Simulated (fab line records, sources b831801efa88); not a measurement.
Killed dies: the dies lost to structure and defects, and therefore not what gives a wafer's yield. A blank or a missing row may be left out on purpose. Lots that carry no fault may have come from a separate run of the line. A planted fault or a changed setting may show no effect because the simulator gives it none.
What tool caused it? || flow sky130 || Sampling: 6 lots, 17 wafers, 2 of 708 route steps

== WHAT EACH GAUGE READ, for each wafer ==
SKY_VT_ADJUST_LVTN_TW_MEAS_10.
{"lot": "L519", "measured": "day 7 09:36", "on": "film metro-03", "VT_ADJUST_LVTN_TW": "243.7 243.1 242.8"}
{"lot": "L521", "measured": "day 7 20:05", "on": "film metro-01", "VT_ADJUST_LVTN_TW": "244.3 243.1 243.2"}
{"lot": "L526", "measured": "day 10 03:26", "on": "film metro-01", "VT_ADJUST_LVTN_TW": "218.4 217.5 219.7 219.5"}
{"lot": "L531", "measured": "day 11 00:32", "on": "film metro-03", "VT_ADJUST_LVTN_TW": "242.8 244.5 243.8"}
{"lot": "L536", "measured": "day 12 03:11", "on": "film metro-03", "VT_ADJUST_LVTN_TW": "244.0 243.4 243.0"}
{"lot": "L538", "measured": "day 12 18:08", "on": "film metro-01", "VT_ADJUST_LVTN_TW": "241.4 243.6 242.6"}

== WHAT TOOL EACH LOT RAN ON (gives the tool, then ch and the chambers of the sampled wafers, and finally the start) ==
{"lot": "L519", "SKY_VT_ADJUST_LVTN_IMPLANT_08": "implanter-02 ch 0, day 7 09:22"}
{"lot": "L521", "SKY_VT_ADJUST_LVTN_IMPLANT_08": "implanter-01 ch 0, day 7 19:50"}
{"lot": "L526", "SKY_VT_ADJUST_LVTN_IMPLANT_08": "implanter-01 ch 0, day 10 03:13"}
{"lot": "L531", "SKY_VT_ADJUST_LVTN_IMPLANT_08": "implanter-02 ch 0, day 11 00:20"}
{"lot": "L536", "SKY_VT_ADJUST_LVTN_IMPLANT_08": "implanter-02 ch 0, day 12 02:56"}
{"lot": "L538", "SKY_VT_ADJUST_LVTN_IMPLANT_08": "implanter-01 ch 0, day 12 17:53"}
- SKY_VT_ADJUST_LVTN_IMPLANT_08

== THE ANSWER, worked out from the rows above alone ==
Rule: what is usual is taken from the lots themselves. The widest of any qualifying gaps counts: lots, ordered by their means at a reading, are off when they make up no more than a third of the lots, leave a main group of 4 or more, and stand apart from it by 3 or more times the standard deviation of that group's means. Not used: any main group whose means are identical at the precision the tables above print for the reading. Also off: a lot with no number at a reading for which 4 or more lots have one. All remaining lots with rows at the step are treated as sound.
Off: at SKY_VT_ADJUST_LVTN_TW_MEAS_10 (VT_ADJUST_LVTN_TW), L526. Main group: mean 243.3, sd 0.41.
If a tool, at a process step before that reading, ran all the lots that are off and no sound lot after the first of them, it fits. Gauges at SKY_VT_ADJUST_LVTN_TW_MEAS_10: tried the same way as those tools. None of those tried fits.

== WHAT WAS PUT IN BY THE SIMULATOR ==
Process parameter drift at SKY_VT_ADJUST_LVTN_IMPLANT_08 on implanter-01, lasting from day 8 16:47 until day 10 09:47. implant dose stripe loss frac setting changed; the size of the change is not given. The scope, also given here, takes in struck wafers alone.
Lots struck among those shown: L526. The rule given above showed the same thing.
